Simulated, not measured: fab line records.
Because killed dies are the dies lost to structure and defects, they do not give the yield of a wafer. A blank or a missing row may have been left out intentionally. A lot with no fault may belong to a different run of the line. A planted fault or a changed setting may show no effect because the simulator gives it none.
Which tool was responsible? :: flow sky130 :: 13 lots with 39 wafers sampled at 2 steps, on a route of 708 steps

WHAT EACH GAUGE READ, for each wafer
SKY_POLY_GATE_THK_MEAS_04.
lot: L105
measured: day 15 00:02
on: film_metro-03
POLY_GATE_CVD_03_THK (nm): 74.6 74.7 74.7

lot: L106
measured: day 15 05:41
on: film_metro-02
POLY_GATE_CVD_03_THK (nm): 74.7 75.5 74.8

lot: L107
measured: day 15 16:27
on: film_metro-03
POLY_GATE_CVD_03_THK (nm): 74.5 74.1 74.5

lot: L108
measured: day 16 05:32
on: film_metro-01
POLY_GATE_CVD_03_THK (nm): 76.4 75.5 76.3

lot: L109
measured: day 16 09:38
on: film_metro-01
POLY_GATE_CVD_03_THK (nm): 74.2 74.1 74.1

lot: L110
measured: day 16 20:56
on: film_metro-01
POLY_GATE_CVD_03_THK (nm): 75.0 75.0 74.5

lot: L111
measured: day 17 12:45
on: film_metro-01
POLY_GATE_CVD_03_THK (nm): 73.7 73.2 74.2

lot: L112
measured: day 17 18:48
on: film_metro-02
POLY_GATE_CVD_03_THK (nm): 73.7 73.8 73.9

lot: L115
measured: day 18 18:23
on: film_metro-02
POLY_GATE_CVD_03_THK (nm): 75.0 75.7 75.8

lot: L117
measured: day 19 09:21
on: film_metro-02
POLY_GATE_CVD_03_THK (nm): 75.5 75.7 75.2

lot: L120
measured: day 21 01:34
on: film_metro-03
POLY_GATE_CVD_03_THK (nm): 74.7 74.1 74.0

lot: L122
measured: day 21 23:31
on: film_metro-01
POLY_GATE_CVD_03_THK (nm): 75.0 74.6 75.0

lot: L123
measured: day 22 04:53
on: film_metro-03
POLY_GATE_CVD_03_THK (nm): 74.9 74.7 75.2

SKY_LDD_P_OVL_MEAS_08.
lot: L105
measured: day 18 18:31
on: overlay-02
LDD_P_OVL (nm): -2.1 -3.5 -4.7

lot: L106
measured: day 19 01:40
on: overlay-01
LDD_P_OVL (nm): -2.1 -2.1 -3.0

lot: L107
measured: day 19 11:58
on: overlay-02
LDD_P_OVL (nm): 0.6 0.5 -0.7

lot: L108
measured: day 20 04:47
on: overlay-02
LDD_P_OVL (nm): -1.0 -1.5 -0.5

lot: L109
measured: day 20 07:49
on: overlay-02
LDD_P_OVL (nm): -1.6 -1.4 -1.9

lot: L110
measured: day 20 22:10
on: overlay-01
LDD_P_OVL (nm): -0.5 1.0 -0.5

lot: L111
measured: day 21 12:28
on: overlay-01
LDD_P_OVL (nm): -3.0 -1.9 -1.5

lot: L112
measured: day 21 17:16
on: overlay-02
LDD_P_OVL (nm): 2.0 2.1 1.4

lot: L115
measured: day 22 18:37
on: overlay-01
LDD_P_OVL (nm): -2.1 -3.4 -2.6

lot: L117
measured: day 23 09:12
on: overlay-01
LDD_P_OVL (nm): -4.4 -4.5 -4.3

lot: L120
measured: day 25 00:47
on: overlay-02
LDD_P_OVL (nm): -3.9 -2.9 -3.8

lot: L122
measured: day 25 22:49
on: overlay-02
LDD_P_OVL (nm): -3.3 -0.7 -2.8

lot: L123
measured: day 26 02:06
on: overlay-02
LDD_P_OVL (nm): -2.6 -2.2 -3.4

TOOL THAT RAN EACH LOT (tool first, then ch and the chambers of the sampled wafers, then the start)
The record shows no process step preceding these readings.

AS READ BY THE TOOLS THEMSELVES (means over the sampled wafers that have a number; for cases with no such wafer, the mark the record gives instead)
The record holds no such reading with a usual standard deviation.

THE ANSWER, worked out from the rows above alone
Rule: what is usual is taken from the lots themselves. The widest of any qualifying gaps counts: lots, ordered by their means at a reading, are off when they make up no more than a third of the lots, leave a main group of 4 or more, and stand apart from it by 3 or more times the standard deviation of that group's means. A main group is skipped when, at the precision printed for the reading in the tables above, its means are all equal. Also off: a lot with no number at a reading for which 4 or more lots have one. The other lots that the step has rows for count as sound. Order of review: gauges by route order, followed by the tools' own readings, for which a lot's mean as printed above is used. The first step at which some lot is off is used, and at that step the reading that is off furthest; a lot without a number counts as furthest.
Nothing can be told from this: no lot is off at any reading shown.

WHAT THE SIMULATOR HAD INSERTED
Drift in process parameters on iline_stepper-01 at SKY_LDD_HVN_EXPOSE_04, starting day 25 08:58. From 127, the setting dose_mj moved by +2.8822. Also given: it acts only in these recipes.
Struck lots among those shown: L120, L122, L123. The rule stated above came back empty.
